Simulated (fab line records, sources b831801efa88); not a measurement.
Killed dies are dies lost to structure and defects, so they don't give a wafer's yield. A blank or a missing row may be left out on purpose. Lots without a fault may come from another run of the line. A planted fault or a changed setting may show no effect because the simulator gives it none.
Which tool did it? | flow gf180mcu | 13 lots, 39 wafers sampled, at 5 steps of a route of 602

WHAT THE GAUGES READ, wafer by wafer
GF_VT_IMPLANT_OVL_MEAS_07. Usual: VT_IMPLANT_OVL 0.3 nm, standard deviation 1.3.
lot  | measured     | on         | VT_IMPLANT_OVL (nm) | flag
L758 | day 5 16:16  | overlay-01 | -1.5 -0.1 -0.4      |
L760 | day 6 01:43  | overlay-01 | -1.0 0.7 -1.8       |
L762 | day 6 14:28  | overlay-01 | 0.5 0.0 -0.9        |
L763 | day 7 02:46  | overlay-01 | 1.0 2.2 1.3         |
L764 | day 7 05:53  | overlay-02 | -0.5 -2.4 1.1       |
L767 | day 8 02:05  | overlay-01 | -0.4 -0.5 0.8       |
L769 | day 8 14:04  | overlay-02 | 2.1 0.1 -1.7        |
L770 | day 8 21:14  | overlay-01 | -1.4 1.5 -1.9       |
L771 | day 9 00:15  | overlay-02 | 1.4 0.5 1.7         |
L775 | day 10 00:30 | overlay-02 | -1.8 -0.7 0.0       |
L778 | day 10 19:37 | overlay-02 | 0.8 0.1 2.0         |
L780 | day 11 09:09 | overlay-01 | 0.5 -0.9 2.1        |
L781 | day 11 13:41 | overlay-02 | 1.8 2.8 -1.6        |

GF_VT_IMPLANT_OVL_MEAS_40. Usual: VT_IMPLANT_03_OVL 0.1 nm, standard deviation 1.7.
lot  | measured     | on         | VT_IMPLANT_03_OVL (nm) | flag
L758 | day 7 14:55  | overlay-01 | 2.4 1.7 1.2            |
L760 | day 8 00:29  | overlay-01 | 1.7 2.1 1.7            |
L762 | day 8 15:01  | overlay-02 | -0.7 -0.1 -1.7         |
L763 | day 9 04:40  | overlay-01 | 2.5 -0.7 0.9           |
L764 | day 9 07:34  | overlay-01 | -0.6 -0.1 -0.9         |
L767 | day 10 06:44 | overlay-02 | -2.4 -0.2 -1.0         |
L769 | day 10 18:56 | overlay-02 | - - -                  | OFF
L770 | day 11 03:22 | overlay-01 | 1.1 1.0 0.6            |
L771 | day 11 06:41 | overlay-01 | - - -                  | OFF
L775 | day 12 08:09 | overlay-02 | -2.4 -1.2 -0.5         |
L778 | day 13 05:36 | overlay-02 | -0.5 -1.9 -1.1         |
L780 | day 13 21:28 | overlay-01 | 1.8 4.9 1.9            |
L781 | day 14 01:37 | overlay-02 | 0.3 1.1 -0.3           |

GF_VT_IMPLANT_TW_MEAS_43. Usual: VT_IMPLANT_4_TW 692, standard deviation 3.6.
lot  | measured     | on            | VT_IMPLANT_4_TW   | flag
L758 | day 7 15:11  | film_metro-03 | 693 692 689       |
L760 | day 8 00:47  | film_metro-02 | 693 692 690       |
L762 | day 8 15:19  | film_metro-03 | 696 698 694       |
L763 | day 9 04:58  | film_metro-02 | 690 689 694       |
L764 | day 9 07:52  | film_metro-02 | 693 691 689       |
L767 | day 10 07:02 | film_metro-02 | 690 686 684       |
L769 | day 10 19:13 | film_metro-02 | 30 30 30 30 30 30 | OFF
L770 | day 11 03:39 | film_metro-01 | 694 698 695       |
L771 | day 11 06:58 | film_metro-02 | 30 30 30 30 30 30 | OFF
L775 | day 12 08:26 | film_metro-02 | 693 691 694       |
L778 | day 13 05:53 | film_metro-01 | 697 695 695       |
L780 | day 13 21:46 | film_metro-03 | 691 691 689       |
L781 | day 14 01:55 | film_metro-01 | 692 694 694       |

GF_VT_IMPLANT_RS_MEAS_49: measures by four-point-probe. Usual: MVPSD_RS 1167 ohm/sq, standard deviation 3.
lot  | measured     | on            | MVPSD_RS (ohm/sq) | flag
L758 | day 7 15:46  | film_metro-02 | 1164 1165 1164    |
L760 | day 8 01:21  | film_metro-01 | 1164 1169 1164    |
L762 | day 8 15:53  | film_metro-01 | 1163 1163 1166    |
L763 | day 9 05:32  | film_metro-01 | 1166 1165 1167    |
L764 | day 9 08:27  | film_metro-02 | 1169 1168 1169    |
L767 | day 10 07:37 | film_metro-04 | 1164 1165 1166    |
L770 | day 11 04:14 | film_metro-04 | 1171 1163 1168    |
L775 | day 12 09:01 | film_metro-02 | 1172 1172 1171    |
L778 | day 13 06:28 | film_metro-04 | 1168 1168 1166    |
L780 | day 13 22:20 | film_metro-02 | 1162 1166 1166    |
L781 | day 14 02:29 | film_metro-01 | 1166 1162 1163    |

WHICH TOOL RAN EACH LOT (tool, then ch and the chambers of the sampled wafers, then the start)
lot  | GF_VT_IMPLANT_DEVELOP_39
L758 | litho_track-01 ch 0, day 7 14:46
L760 | litho_track-02 ch 0, day 8 00:20
L762 | litho_track-03 ch 0, day 8 14:52
L763 | litho_track-03 ch 0, day 9 04:31
L764 | litho_track-01 ch 0, day 9 07:27
L767 | litho_track-02 ch 0, day 10 06:37
L769 | litho_track-02 ch 0, day 10 18:47
L770 | litho_track-01 ch 0, day 11 03:14
L771 | litho_track-02 ch 0, day 11 06:32
L775 | litho_track-01 ch 0, day 12 08:00
L778 | litho_track-01 ch 0, day 13 05:27
L780 | litho_track-03 ch 0, day 13 21:19
L781 | litho_track-03 ch 0, day 14 01:28
- GF_VT_IMPLANT_DEVELOP_39: develop time 60 s.

WHAT THE TOOLS THEMSELVES READ (means of the sampled wafers that have a number; where no wafer has one, the mark that the record gives instead)
GF_VT_IMPLANT_DEVELOP_39. Usual: developer_temp_C 22.97 C, standard deviation 0.1.
lot  | tool           | developer_temp_C (C) | flag
L758 | litho_track-01 | 22.96                |
L760 | litho_track-02 | 22.96                |
L762 | litho_track-03 | 22.93                |
L763 | litho_track-03 | 23.08                |
L764 | litho_track-01 | 22.98                |
L767 | litho_track-02 | 23.00                |
L769 | litho_track-02 | 23.02                |
L770 | litho_track-01 | 23.05                |
L771 | litho_track-02 | 22.89                |
L775 | litho_track-01 | 23.07                |
L778 | litho_track-01 | 22.93                |
L780 | litho_track-03 | 22.93                |
L781 | litho_track-03 | 22.84                |

THE ANSWER, worked out from the rows above alone
Rule: a lot is off if the mean of its wafers that have a number lies more than 3 standard deviations from the usual mean. A lot without any number at a reading at which 4 lots or more have one is off too. The other lots that the step has rows for count as sound. The gauges are gone through in route order, then the tools' own readings, and for those a lot's mean is taken as printed above. The first step at which some lot is off is used, and at that step the reading that is off furthest; a lot without a number counts as furthest.
Off: L769, L771, at GF_VT_IMPLANT_OVL_MEAS_40 (VT_IMPLANT_03_OVL). Without a number there: L769, L771.
A tool fits if, at a process step before that reading, it ran every lot that is off, and no sound lot after the first of them. The gauges at GF_VT_IMPLANT_OVL_MEAS_40 aren't tried: what is off there is off at GF_VT_IMPLANT_TW_MEAS_43 too, on other tools, and a gauge's error can't cause that. One fits: litho_track-02 at GF_VT_IMPLANT_DEVELOP_39. Its last sound lot is L767 (day 10 06:37), its first lot that is off L769 (day 10 18:47): a fault that began between those two fits.

WHAT THE SIMULATOR HAD PUT IN
Process parameter drift: litho_track-02, from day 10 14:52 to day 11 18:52, at GF_VT_IMPLANT_DEVELOP_39. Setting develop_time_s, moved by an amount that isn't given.
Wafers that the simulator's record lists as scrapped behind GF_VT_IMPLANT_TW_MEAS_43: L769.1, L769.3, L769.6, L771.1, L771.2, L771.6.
Lots struck among those shown: L769, L771. The rule above found the same.
